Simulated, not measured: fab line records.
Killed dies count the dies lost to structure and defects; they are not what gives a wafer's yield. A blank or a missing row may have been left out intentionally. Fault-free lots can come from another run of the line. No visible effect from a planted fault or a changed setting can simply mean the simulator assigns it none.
A single fault, viewed from 2 desks	flow gf180mcu	only its own numbers are on each desk; what lay behind them is given at the end

## FROM THE METROLOGY DESK
Lot by lot, what the gauges showed, no matter which tool ran the lot: averages of those sampled wafers that carry a number. Any lot whose mean is over 4 standard deviations away from the usual mean is out of limits and marked OUT; that distance is given in the brackets.
Columns: A = VT_IMPLANT_03_OVL at GF_VT_IMPLANT_OVL_MEAS_40, usual 0.6 nm; B = POLY_GATE_CVD_00_THK at GF_POLY_GATE_THK_MEAS_01, usual 200.2 nm; C = cd_nm at GF_HV_LDD_CD_MEAS_07, usual 400.5 nm; D = HV_LDD_2_TW at GF_HV_LDD_TW_MEAS_23, usual 1056
lot	first seen here	A	B	C	D
L351	day 8 03:49	-1.9	201.0	401.7	1053
L352	day 8 10:01	1.2	203.8	399.6	1049
L353	day 8 14:47	0.7	200.5	397.6	1064
L354	day 8 21:56	-1.6	201.8	400.5	1065
L355	day 9 05:10	1.0	200.3	402.4	1057
L357	day 9 21:37	1.9	199.2	407.4	1050
L358	day 10 04:37	-1.7	201.4	407.9	1052
L360	day 10 19:22	-0.6	197.9	412.2 (+5.6) OUT	1052
L363	day 11 12:31	1.4	200.4	401.8	1048
L364	day 11 20:40	1.3	201.6	404.5	1051
L366	day 12 08:23	1.0	197.1	399.9	1047
L368	day 12 22:07	2.8	198.1	399.9	1064
L370	day 13 08:13	0.9	198.6	397.0	1055
L371	day 13 17:19	2.4	200.0	402.2	1061
L372	day 14 02:32	0.0	196.3	401.1	1060
This desk's verdict: out of limits on L360, starting with L360 at day 13 12:27 (cd_nm at GF_HV_LDD_CD_MEAS_07). L351, L352, L353, L354, L355, L357, L358, L363, L364, L366, L368, L370, L371, L372 stayed within limits.

## AT THE TOOL OWNER'S DESK: litho_track-01
The tool's own readings at GF_HV_LDD_DEVELOP_06 (develop time 60 s): means of the sampled wafers that have a number, for each lot that ran on this tool. Any lot whose mean is over 4 standard deviations away from the usual mean is out of limits and marked OUT; that distance is given in the brackets.
Columns: A = exhaust_pa at GF_HV_LDD_DEVELOP_06, usual 45.0 Pa
lot	first seen here	A
L351	day 10 14:15	44.0
L354	day 11 13:08	45.2
L357	day 12 12:45	45.9
L358	day 12 22:38	45.7
L360	day 13 12:18	44.5
L370	day 16 08:26	44.0
L372	day 17 04:11	44.4
This desk's verdict: no lot among the 7 shows anything out of limits.

## BROUGHT TOGETHER
Metrology desk: alarm possible at day 13 12:27 on L360.
Nothing out of limits was seen by the tool owner's desk.
On record at the tool owner's desk: L360, within its limits.
Of the lots named, all ran GF_HV_LDD_DEVELOP_06 on litho_track-01.

## WHAT HAD BEEN PUT IN BY THE SIMULATOR
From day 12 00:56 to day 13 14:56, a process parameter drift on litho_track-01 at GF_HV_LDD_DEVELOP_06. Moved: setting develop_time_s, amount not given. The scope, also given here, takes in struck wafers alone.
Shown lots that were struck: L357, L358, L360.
Delay in hours, fault start to first out-of-limits reading, per desk: metrology desk 36.
